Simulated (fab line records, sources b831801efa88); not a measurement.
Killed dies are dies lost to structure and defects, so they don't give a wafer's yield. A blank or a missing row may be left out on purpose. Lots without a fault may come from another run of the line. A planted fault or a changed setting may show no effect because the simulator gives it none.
Chamber matching | flow gf180mcu | GF_V2_CMP_04 on cmp-01: 4 sister chambers
The step polishes SiO2. 16 wafers are shown with their chamber, then 8 later ones without.

WAFERS WITH THEIR CHAMBER
wafer  | chamber | motor_current_A (A) | head_pressure_psi (psi) | time_to_endpoint_s (s)
L597.1 | 3       | 13.0                | 3.997                   | 71
L597.2 | 2       | 11.5                | 3.999                   | 69
L597.5 | 0       | 10.4                | 4.009                   | 71
L599.3 | 3       | 12.9                | 3.996                   | 83
L599.4 | 2       | 10.7                | 4.003                   | 84
L599.5 | 0       | 10.9                | 4.005                   | 83
L602.3 | 1       | 13.7                | 4.003                   | 72
L602.4 | 2       | 11.1                | 4.005                   | 74
L602.6 | 3       | 13.1                | 4.007                   | 78
L608.2 | 2       | 10.9                | 4.013                   | 82
L608.4 | 1       | 13.8                | 3.991                   | 86
L608.5 | 3       | 13.3                | 3.999                   | 84
L609.2 | 1       | 14.2                | 3.990                   | 72
L609.5 | 2       | 10.9                | 4.006                   | 78
L609.6 | 3       | 13.4                | 4.007                   | 83
L611.2 | 2       | 11.3                | 3.999                   | 78

SIGNATURES (means of the wafers above)
reading            | chamber 0 | chamber 1 | chamber 2 | chamber 3 | scatter within a chamber
motor_current_A    | 10.650    | 13.900    | 11.067    | 13.140    | 0.269
head_pressure_psi  | 4.00700   | 3.99467   | 4.00417   | 4.00120   | 0.00552
time_to_endpoint_s | 77.00     | 76.67     | 77.50     | 79.80     | 6.25
Rule: a wafer's distance from a chamber is the root of the sum, over the readings, of the square of ((its reading less the chamber's mean) divided by the reading's scatter). The wafer belongs to the nearest chamber; if the next one is less than 2 further off, it can't be placed. The scatter: the root of (the sum of the squares of (reading less its chamber's mean) over the shown wafers, divided by (wafers less chambers)).

WAFERS WITHOUT THEIR CHAMBER
wafer  | motor_current_A (A) | head_pressure_psi (psi) | time_to_endpoint_s (s)
L611.5 | 14.3                | 3.997                   | 85
L611.6 | 10.1                | 3.991                   | 82
L614.1 | 10.9                | 4.005                   | 81
L614.5 | 10.4                | 4.013                   | 88
L614.6 | 13.7                | 4.005                   | 82
L616.2 | 11.3                | 3.999                   | 79
L616.3 | 10.6                | 3.990                   | 81
L616.6 | 10.5                | 3.990                   | 81

WHICH CHAMBER EACH WENT THROUGH
wafer  | from the rows above     | in truth
L611.5 | 1                       | 1
L611.6 | can't be placed: 0 or 2 | 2
L614.1 | can't be placed: 2 or 0 | 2
L614.5 | can't be placed: 0 or 2 | 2
L614.6 | can't be placed: 1 or 3 | 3
L616.2 | can't be placed: 2 or 0 | 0
L616.3 | can't be placed: 2 or 0 | 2
L616.6 | can't be placed: 0 or 2 | 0
Placed correctly: 1 of 8. Can't be placed from these rows: 7 (the true chamber is among the candidates in 7). Placed wrongly: 0.
